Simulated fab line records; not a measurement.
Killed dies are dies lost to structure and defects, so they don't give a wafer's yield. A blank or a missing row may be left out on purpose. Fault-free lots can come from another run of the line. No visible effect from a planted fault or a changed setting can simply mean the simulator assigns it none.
Which of the tools did it?	flow sfq_line	route of 325 steps, sampled at 1 step: 7 lots, 21 wafers

WHAT THE GAUGES SHOWED, per wafer
SFQ_I4_OVL_MEAS_928.
lot	measured	on	I4_OVL (nm)
L749	day 44 14:05	overlay-01	-2 -4 0
L752	day 47 15:59	overlay-01	7 2 6
L754	day 50 03:58	overlay-01	6 5 0
L757	day 50 10:29	overlay-01	-5 -2 -5
L761	day 50 18:47	overlay-02	-6 3 -1
L763	day 50 23:35	overlay-02	10 14 14
L770	day 51 11:35	overlay-02	-10 -10 -13

TOOL THAT RAN EACH LOT (tool first, then ch and the chambers of the sampled wafers, then the start)
Before these readings, the record contains no process step.

THE ANSWER, worked out from the rows above alone
Rule: the lots themselves supply what counts as usual. The widest of any qualifying gaps counts: lots, ordered by their means at a reading, are off when they make up no more than a third of the lots, leave a main group of 4 or more, and stand apart from it by 3 or more times the standard deviation of that group's means. Not used: any main group whose means are identical at the precision the tables above print for the reading. A lot without any number at a reading at which 4 lots or more have one is off too. All remaining lots with rows at the step are treated as sound.
Nothing can be told from this: no lot is off at any reading shown.

WHAT THE SIMULATOR PUT IN
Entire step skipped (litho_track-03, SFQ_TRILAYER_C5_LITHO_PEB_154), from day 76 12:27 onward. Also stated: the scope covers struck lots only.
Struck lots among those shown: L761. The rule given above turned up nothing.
